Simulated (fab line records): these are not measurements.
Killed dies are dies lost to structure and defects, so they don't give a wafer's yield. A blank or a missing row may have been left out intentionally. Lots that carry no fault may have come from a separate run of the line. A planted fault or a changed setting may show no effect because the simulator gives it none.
fab line records	flow sky130
[record] lots = 24	wafers = 72	last_day = 50
route steps=708 shown FIELD_ISO@1 NWELL@34 LDD_P@262 LI_CONTACT@374 LOCAL_INTERCONNECT@398
lots that met no fault: taken from a fault-free run of the same line
start_h: the number of hours between the record's first day and the start of the first shown wafer of the lot	wait_h: time in hours since the lot's previous step	" repeats the value in the row above	L1.1+2: a row that stands for several wafers	- value missing, or start not given	* or withheld: withheld	< > ~ a bound
route shown NAME@n: a module of which the file shows steps, and the number in the route of the first	usual: mean and standard deviation over wafers with no fault	same: alike in all rows	chamber/n: place in a boat	sites: each site's reading	_std_site: standard deviation of those values	_edge_site: mean of outer sites minus mean of inner sites	radius_mm: for every site, how far away it sits from the centre of the wafer	mask NAME#n: copy n	behind: the last tool/chamber to shape the wafer	hold: why the lot was held/for how many hours/how that ended	device: the n, p or np transistor that did not switch	end of line: tests of these same wafers at the route's end	a step with no rows: only its recipe	killed: at the first sort, the dies lost to defects and structure; wafer yield is something else	map: a wafer's dies, marking killed ones x, the rest . and places with no die _
set.NAME: setting as actually run; set.NAME@STEP: the setting as run at that earlier step	model.NAME: the simulator's own value behind a step, which no gauge read
a sample of lots followed through the steps of the route, with each step as a table and each wafer as a row
[[steps]]
[step SKY_FIELD_ISO_BOW_MEAS_00]
[recipe] mode = bow
[usual] INCOMING_BOW = 0/6.3
lot.wafer	tool	chamber	start_h	wait_h	INCOMING_BOW[um]
L074.1	film_metro-04	-	10.00	-	7
L074.2	"	-	"	"	10
L074.4	"	-	"	"	0
L075.3	film_metro-03	-	15.04	-	-3
L075.4	"	-	"	"	2
L075.5	"	-	"	"	-8
L076.2	film_metro-03	-	20.02	-	6
L076.3	"	-	"	"	15
L076.5	"	-	"	"	-5
L077.1	film_metro-02	-	25.00	-	-1
L077.4	"	-	"	"	-3
L077.5	"	-	"	"	-1
L078.2	film_metro-03	-	30.02	-	0
L078.3	"	-	"	"	8
L078.4	"	-	"	"	9
L079.3	film_metro-02	-	35.04	-	-1
L079.4	"	-	"	"	2
L079.5	"	-	"	"	-2
L080.1	film_metro-03	-	40.00	-	-8
L080.4	"	-	"	"	4
L080.5	"	-	"	"	0
L081.1	film_metro-04	-	45.00	-	-8
L081.2	"	-	"	"	-5
L081.3	"	-	"	"	16
L082.2	film_metro-03	-	50.02	-	-5
L082.4	"	-	"	"	-12
L082.6	"	-	"	"	3
L083.1	film_metro-02	-	55.00	-	2
L083.3	"	-	"	"	6
L083.5	"	-	"	"	-5
L084.1	film_metro-02	-	60.00	-	-9
L084.4	"	-	"	"	1
L084.6	"	-	"	"	3
L085.1	film_metro-02	-	65.00	-	8
L085.3	"	-	"	"	-1
L085.5	"	-	"	"	0
L086.3	film_metro-02	-	70.04	-	3
L086.4	"	-	"	"	-9
L086.5	"	-	"	"	5
L087.2	film_metro-03	-	75.02	-	3
L087.3	"	-	"	"	5
L087.5	"	-	"	"	-13
L088.1	film_metro-04	-	80.00	-	-2
L088.4	"	-	"	"	-5
L088.6	"	-	"	"	4
L089.1	film_metro-03	-	85.00	-	-2
L089.3	"	-	"	"	-7
L089.6	"	-	"	"	7
L090.2	film_metro-03	-	90.02	-	2
L090.4	"	-	"	"	0
L090.5	"	-	"	"	-12
L091.1	film_metro-02	-	95.00	-	-5
L091.2	"	-	"	"	11
L091.4	"	-	"	"	-3
L092.1	film_metro-03	-	100.00	-	7
L092.2	"	-	"	"	-3
L092.3	"	-	"	"	-6
L093.2	film_metro-02	-	105.02	-	5
L093.3	"	-	"	"	3
L093.4	"	-	"	"	9
L094.2	film_metro-04	-	110.02	-	-8
L094.5	"	-	"	"	9
L094.6	"	-	"	"	-1
L095.1	film_metro-04	-	115.00	-	0
L095.3	"	-	"	"	-4
L095.4	"	-	"	"	-2
L096.4	film_metro-03	-	120.06	-	-6
L096.5	"	-	"	"	6
L096.6	"	-	"	"	7
L097.1	film_metro-04	-	125.00	-	-1
L097.3	"	-	"	"	10
L097.4	"	-	"	"	-3
[step SKY_FIELD_ISO_THK_MEAS_04]
[recipe] reads = Si3N4_of_FIELD_ISO_CVD_03
[usual] FIELD_ISO_CVD_03_THK = 164.7/1.5
lot.wafer	tool	chamber	start_h	wait_h	FIELD_ISO_CVD_03_THK[nm]
L074.1	film_metro-04	-	17.06	0.0	164.8
L074.2	"	-	"	"	166.0
L074.4	"	-	"	"	166.2
L076.2	film_metro-02	-	25.59	0.0	163.1
L076.3	"	-	"	"	162.9
L076.5	"	-	"	"	162.4
L075.3	film_metro-04	-	25.60	0.0	162.9
L075.4	"	-	"	"	162.7
L075.5	"	-	"	"	163.0
L077.1	film_metro-02	-	38.20	0.0	165.9
L077.4	"	-	"	"	165.1
L077.5	"	-	"	"	166.4
L078.2	film_metro-03	-	38.21	0.0	167.5
L078.3	"	-	"	"	165.6
L078.4	"	-	"	"	166.9
L080.1	film_metro-02	-	47.77	0.0	167.4
L080.4	"	-	"	"	168.2
L080.5	"	-	"	"	167.0
L079.3	film_metro-03	-	47.79	0.0	163.7
L079.4	"	-	"	"	165.3
L079.5	"	-	"	"	163.7
L081.1	film_metro-02	-	50.61	0.0	165.8
L081.2	"	-	"	"	165.3
L081.3	"	-	"	"	166.5
L082.2	film_metro-04	-	58.06	0.0	161.6
L082.4	"	-	"	"	162.2
L082.6	"	-	"	"	163.8
L083.1	film_metro-02	-	62.77	0.0	164.5
L083.3	"	-	"	"	163.5
L083.5	"	-	"	"	164.3
L084.1	film_metro-04	-	67.02	0.0	163.3
L084.4	"	-	"	"	164.1
L084.6	"	-	"	"	164.4
L085.1	film_metro-02	-	71.28	0.0	164.1
L085.3	"	-	"	"	163.5
L085.5	"	-	"	"	165.7
L086.3	film_metro-03	-	77.82	0.0	165.1
L086.4	"	-	"	"	165.2
L086.5	"	-	"	"	165.2
L088.1	film_metro-03	-	83.80	0.0	162.2
L088.4	"	-	"	"	162.3
L088.6	"	-	"	"	164.1
L087.2	film_metro-04	-	83.81	0.0	163.5
L087.3	"	-	"	"	163.3
L087.5	"	-	"	"	163.3
L089.1	film_metro-02	-	89.29	0.0	164.8
L089.3	"	-	"	"	164.7
L089.6	"	-	"	"	164.8
L090.2	film_metro-02	-	93.64	0.0	164.6
L090.4	"	-	"	"	165.9
L090.5	"	-	"	"	166.8
L091.1	film_metro-02	-	98.48	0.0	163.1
L091.2	"	-	"	"	163.2
L091.4	"	-	"	"	164.4
L092.1	film_metro-02	-	103.48	0.0	167.3
L092.2	"	-	"	"	165.0
L092.3	"	-	"	"	167.0
L093.2	film_metro-03	-	110.86	0.0	165.5
L093.3	"	-	"	"	166.2
L093.4	"	-	"	"	165.6
L094.2	film_metro-03	-	114.73	0.0	164.8
L094.5	"	-	"	"	165.6
L094.6	"	-	"	"	166.2
L095.1	film_metro-04	-	118.85	0.0	165.3
L095.3	"	-	"	"	164.2
L095.4	"	-	"	"	163.9
L096.4	film_metro-04	-	125.80	0.0	164.1
L096.5	"	-	"	"	163.1
L096.6	"	-	"	"	163.4
L097.1	film_metro-03	-	129.97	0.0	164.7
L097.3	"	-	"	"	163.6
L097.4	"	-	"	"	164.1
[step SKY_NWELL_THK_MEAS_02]
[recipe] reads = SiO2_of_NWELL_OXIDATION_01
[usual] NWELL_OXIDATION_THK = 9.98/0.18
lot.wafer	tool	chamber	start_h	wait_h	NWELL_OXIDATION_THK[nm]
L074.1	film_metro-01	-	50.32	0.0	10.19
L074.2	"	-	"	"	10.30
L074.4	"	-	"	"	10.28
L076.2	film_metro-01	-	52.54	0.0	10.20
L076.3	"	-	"	"	10.33
L076.5	"	-	"	"	10.44
L075.3	film_metro-03	-	52.55	0.0	9.99
L075.4	"	-	"	"	9.94
L075.5	"	-	"	"	9.96
L077.1	film_metro-04	-	61.04	0.0	9.87
L077.4	"	-	"	"	9.91
L077.5	"	-	"	"	9.89
L078.2	film_metro-03	-	61.05	0.0	9.94
L078.3	"	-	"	"	9.95
L078.4	"	-	"	"	10.05
L079.3	film_metro-04	-	70.63	0.0	10.00
L079.4	"	-	"	"	10.10
L079.5	"	-	"	"	9.99
L080.1	film_metro-03	-	72.00	0.0	9.86
L080.4	"	-	"	"	9.88
L080.5	"	-	"	"	10.00
L081.1	film_metro-03	-	74.05	0.0	10.08
L081.2	"	-	"	"	10.12
L081.3	"	-	"	"	10.22
L082.2	film_metro-04	-	79.49	0.0	10.16
L082.4	"	-	"	"	10.16
L082.6	"	-	"	"	10.14
L083.1	film_metro-04	-	84.65	0.0	9.70
L083.3	"	-	"	"	9.69
L083.5	"	-	"	"	9.80
L084.1	film_metro-03	-	91.51	0.0	9.82
L084.4	"	-	"	"	9.84
L084.6	"	-	"	"	10.04
L085.1	film_metro-04	-	95.36	0.0	10.08
L085.3	"	-	"	"	9.75
L085.5	"	-	"	"	10.10
L086.3	film_metro-03	-	100.55	0.0	10.26
L086.4	"	-	"	"	10.31
L086.5	"	-	"	"	10.25
L087.2	film_metro-01	-	108.95	0.0	9.78
L087.3	"	-	"	"	9.95
L087.5	"	-	"	"	9.97
L088.1	film_metro-01	-	111.63	0.0	9.95
L088.4	"	-	"	"	9.88
L088.6	"	-	"	"	10.00
L089.1	film_metro-04	-	115.49	0.0	9.63
L089.3	"	-	"	"	9.68
L089.6	"	-	"	"	9.72
L090.2	film_metro-04	-	119.55	0.0	10.02
L090.4	"	-	"	"	9.99
L090.5	"	-	"	"	9.88
L091.1	film_metro-04	-	123.22	0.0	9.94
L091.2	"	-	"	"	9.84
L091.4	"	-	"	"	9.72
L092.1	film_metro-01	-	128.45	0.0	10.11
L092.2	"	-	"	"	10.21
L092.3	"	-	"	"	9.96
L093.2	film_metro-01	-	135.45	0.0	9.86
L093.3	"	-	"	"	9.92
L093.4	"	-	"	"	9.58
L094.2	film_metro-01	-	140.94	0.0	9.93
L094.5	"	-	"	"	9.93
L094.6	"	-	"	"	10.15
L095.1	film_metro-03	-	143.83	0.0	9.92
L095.3	"	-	"	"	9.91
L095.4	"	-	"	"	9.95
L096.4	film_metro-03	-	156.23	0.0	9.87
L096.5	"	-	"	"	9.63
L096.6	"	-	"	"	9.82
L097.1	film_metro-01	-	161.51	0.0	9.98
L097.3	"	-	"	"	9.88
L097.4	"	-	"	"	10.02
[step SKY_LDD_P_CD_MEAS_07]
[recipe] target_cd_nm = 380
[usual] cd_nm = 379.7/2.9
lot.wafer	tool	chamber	start_h	wait_h	cd_nm
L074.1	cd_sem-02	-	455.92	0.1	376.2
L074.2	"	-	"	"	376.0
L074.4	"	-	"	"	378.7
L075.3	cd_sem-01	-	461.80	0.1	382.9
L075.4	"	-	"	"	381.2
L075.5	"	-	"	"	381.2
L076.2	cd_sem-02	-	462.07	0.1	383.1
L076.3	"	-	"	"	381.2
L076.5	"	-	"	"	378.9
L077.1	cd_sem-01	-	477.75	0.3	373.5
L077.4	"	-	"	"	376.3
L077.5	"	-	"	"	376.2
L078.2	cd_sem-01	-	485.41	0.1	379.9
L078.3	"	-	"	"	383.0
L078.4	"	-	"	"	379.7
L079.3	cd_sem-01	-	490.40	0.1	378.2
L079.4	"	-	"	"	377.8
L079.5	"	-	"	"	377.3
L080.1	cd_sem-02	-	496.15	0.1	378.5
L080.4	"	-	"	"	378.8
L080.5	"	-	"	"	378.5
L081.1	cd_sem-01	-	501.66	0.1	378.8
L081.2	"	-	"	"	378.0
L081.3	"	-	"	"	377.9
L082.2	cd_sem-02	-	516.68	0.1	378.3
L082.4	"	-	"	"	378.7
L082.6	"	-	"	"	377.6
L083.1	cd_sem-02	-	519.44	0.1	378.8
L083.3	"	-	"	"	378.8
L083.5	"	-	"	"	376.6
L084.1	cd_sem-02	-	529.89	0.1	379.9
L084.4	"	-	"	"	380.5
L084.6	"	-	"	"	382.6
L085.1	cd_sem-02	-	540.41	0.1	379.7
L085.3	"	-	"	"	380.5
L085.5	"	-	"	"	382.3
L086.3	cd_sem-02	-	545.95	0.1	376.5
L086.4	"	-	"	"	377.4
L086.5	"	-	"	"	375.5
L087.2	cd_sem-02	-	559.43	0.1	377.5
L087.3	"	-	"	"	375.3
L087.5	"	-	"	"	375.3
L088.1	cd_sem-02	-	563.44	0.1	385.0
L088.4	"	-	"	"	382.8
L088.6	"	-	"	"	384.4
L089.1	cd_sem-02	-	571.01	0.1	381.1
L089.3	"	-	"	"	379.8
L089.6	"	-	"	"	379.8
L090.2	cd_sem-02	-	573.72	0.1	381.6
L090.4	"	-	"	"	381.4
L090.5	"	-	"	"	381.2
L091.1	cd_sem-01	-	582.14	0.1	384.2
L091.2	"	-	"	"	386.8
L091.4	"	-	"	"	386.9
L092.1	cd_sem-01	-	588.39	0.1	380.9
L092.2	"	-	"	"	379.6
L092.3	"	-	"	"	376.7
L093.2	cd_sem-02	-	600.51	0.1	380.0
L093.3	"	-	"	"	379.4
L093.4	"	-	"	"	377.8
L094.2	cd_sem-01	-	604.57	0.1	385.0
L094.5	"	-	"	"	381.8
L094.6	"	-	"	"	384.9
L095.1	cd_sem-02	-	615.14	0.1	380.8
L095.3	"	-	"	"	380.6
L095.4	"	-	"	"	379.4
L096.4	cd_sem-01	-	628.16	0.1	378.2
L096.5	"	-	"	"	378.6
L096.6	"	-	"	"	377.9
L097.1	cd_sem-02	-	634.75	0.1	377.6
L097.3	"	-	"	"	380.2
L097.4	"	-	"	"	380.0
[step SKY_LI_CONTACT_CD_MEAS_12]
[recipe] target_cd_nm = 170
[usual] cd_nm = 170.5/1.4
lot.wafer	tool	chamber	start_h	wait_h	cd_nm
L074.1	cd_sem-01	-	696.10	-	170.2
L074.2	"	-	"	"	169.7
L074.4	"	-	"	"	169.6
L076.2	cd_sem-01	-	703.93	-	169.7
L076.3	"	-	"	"	168.6
L076.5	"	-	"	"	170.5
L075.3	cd_sem-01	-	704.74	-	171.7
L075.4	"	-	"	"	173.4
L075.5	"	-	"	"	172.0
L077.1	cd_sem-02	-	716.61	-	169.4
L077.4	"	-	"	"	170.4
L077.5	"	-	"	"	169.0
L078.2	cd_sem-02	-	722.91	-	168.9
L078.3	"	-	"	"	167.9
L078.4	"	-	"	"	167.6
L079.3	cd_sem-01	-	727.10	-	172.5
L079.4	"	-	"	"	173.0
L079.5	"	-	"	"	173.6
L080.1	cd_sem-01	-	734.04	-	171.9
L080.4	"	-	"	"	171.3
L080.5	"	-	"	"	170.2
L081.1	cd_sem-02	-	738.51	-	170.7
L081.2	"	-	"	"	170.0
L081.3	"	-	"	"	170.0
L082.2	cd_sem-02	-	752.53	-	169.7
L082.4	"	-	"	"	168.9
L082.6	"	-	"	"	169.0
L083.1	cd_sem-02	-	756.01	-	172.1
L083.3	"	-	"	"	171.7
L083.5	"	-	"	"	170.8
L084.1	cd_sem-01	-	764.80	-	167.7
L084.4	"	-	"	"	168.6
L084.6	"	-	"	"	169.6
L085.1	cd_sem-01	-	772.95	-	168.8
L085.3	"	-	"	"	170.7
L085.5	"	-	"	"	168.7
L086.3	cd_sem-01	-	779.08	-	172.3
L086.4	"	-	"	"	172.8
L086.5	"	-	"	"	170.9
L087.2	cd_sem-02	-	792.72	-	170.8
L087.3	"	-	"	"	169.7
L087.5	"	-	"	"	170.2
L088.1	cd_sem-01	-	793.47	-	169.8
L088.4	"	-	"	"	170.3
L088.6	"	-	"	"	170.1
L089.1	cd_sem-01	-	801.40	-	168.4
L089.3	"	-	"	"	169.4
L089.6	"	-	"	"	170.5
L090.2	cd_sem-01	-	803.93	-	170.8
L090.4	"	-	"	"	172.1
L090.5	"	-	"	"	171.7
L091.1	cd_sem-01	-	808.81	-	168.4
L091.2	"	-	"	"	169.5
L091.4	"	-	"	"	170.7
L092.1	cd_sem-01	-	815.21	-	172.0
L092.2	"	-	"	"	171.1
L092.3	"	-	"	"	170.7
L093.2	cd_sem-02	-	827.68	-	170.5
L093.3	"	-	"	"	170.0
L093.4	"	-	"	"	171.6
L094.2	cd_sem-02	-	832.22	-	173.1
L094.5	"	-	"	"	172.3
L094.6	"	-	"	"	172.5
L095.1	cd_sem-01	-	841.15	-	170.4
L095.3	"	-	"	"	170.2
L095.4	"	-	"	"	171.5
L096.4	cd_sem-02	-	850.96	-	171.3
L096.5	"	-	"	"	170.8
L096.6	"	-	"	"	171.7
L097.1	cd_sem-02	-	858.15	-	169.8
L097.3	"	-	"	"	168.5
L097.4	"	-	"	"	169.8
[step SKY_LOCAL_INTERCONNECT_CD_MEAS_11]
[recipe] target_cd_nm = 170
[usual] cd_nm = 169.3/1.4
lot.wafer	tool	chamber	start_h	wait_h	cd_nm
L074.1	cd_sem-02	-	725.85	-	168.8
L074.2	"	-	"	"	168.1
L074.4	"	-	"	"	168.9
L076.2	cd_sem-01	-	733.38	-	169.0
L076.3	"	-	"	"	168.3
L076.5	"	-	"	"	168.3
L075.3	cd_sem-02	-	734.19	-	167.3
L075.4	"	-	"	"	167.6
L075.5	"	-	"	"	166.4
L077.1	cd_sem-01	-	746.08	-	168.0
L077.4	"	-	"	"	167.9
L077.5	"	-	"	"	167.7
L078.2	cd_sem-01	-	751.65	-	165.8
L078.3	"	-	"	"	166.3
L078.4	"	-	"	"	166.6
L079.3	cd_sem-02	-	756.40	-	168.9
L079.4	"	-	"	"	169.5
L079.5	"	-	"	"	168.6
L080.1	cd_sem-01	-	762.88	-	168.7
L080.4	"	-	"	"	167.9
L080.5	"	-	"	"	167.9
L081.1	cd_sem-01	-	768.21	-	169.3
L081.2	"	-	"	"	170.8
L081.3	"	-	"	"	169.7
L082.2	cd_sem-01	-	781.05	-	169.3
L082.4	"	-	"	"	170.1
L082.6	"	-	"	"	169.6
L083.1	cd_sem-01	-	784.53	-	169.7
L083.3	"	-	"	"	170.0
L083.5	"	-	"	"	170.6
L084.1	cd_sem-01	-	793.35	-	170.1
L084.4	"	-	"	"	172.4
L084.6	"	-	"	"	169.5
L085.1	cd_sem-01	-	801.53	-	170.4
L085.3	"	-	"	"	168.9
L085.5	"	-	"	"	168.8
L086.3	cd_sem-01	-	806.79	-	169.5
L086.4	"	-	"	"	169.2
L086.5	"	-	"	"	170.2
L087.2	cd_sem-01	-	820.12	-	172.8
L087.3	"	-	"	"	172.4
L087.5	"	-	"	"	171.5
L088.1	cd_sem-01	-	821.05	-	170.4
L088.4	"	-	"	"	168.2
L088.6	"	-	"	"	168.0
L089.1	cd_sem-02	-	829.71	-	171.5
L089.3	"	-	"	"	171.8
L089.6	"	-	"	"	169.4
L090.2	cd_sem-02	-	831.58	-	171.0
L090.4	"	-	"	"	170.9
L090.5	"	-	"	"	172.2
L091.1	cd_sem-02	-	836.66	-	168.5
L091.2	"	-	"	"	169.5
L091.4	"	-	"	"	170.7
L092.1	cd_sem-02	-	842.90	-	170.1
L092.2	"	-	"	"	170.0
L092.3	"	-	"	"	171.4
L093.2	cd_sem-01	-	855.58	-	168.8
L093.3	"	-	"	"	169.5
L093.4	"	-	"	"	168.8
L094.2	cd_sem-01	-	860.28	-	168.3
L094.5	"	-	"	"	170.0
L094.6	"	-	"	"	169.3
L095.1	cd_sem-01	-	868.78	-	169.2
L095.3	"	-	"	"	170.4
L095.4	"	-	"	"	170.3
L096.4	cd_sem-02	-	877.77	-	170.4
L096.5	"	-	"	"	168.9
L096.6	"	-	"	"	170.4
L097.1	cd_sem-01	-	885.25	-	166.3
L097.3	"	-	"	"	168.8
L097.4	"	-	"	"	166.7
[[key]]
fault none
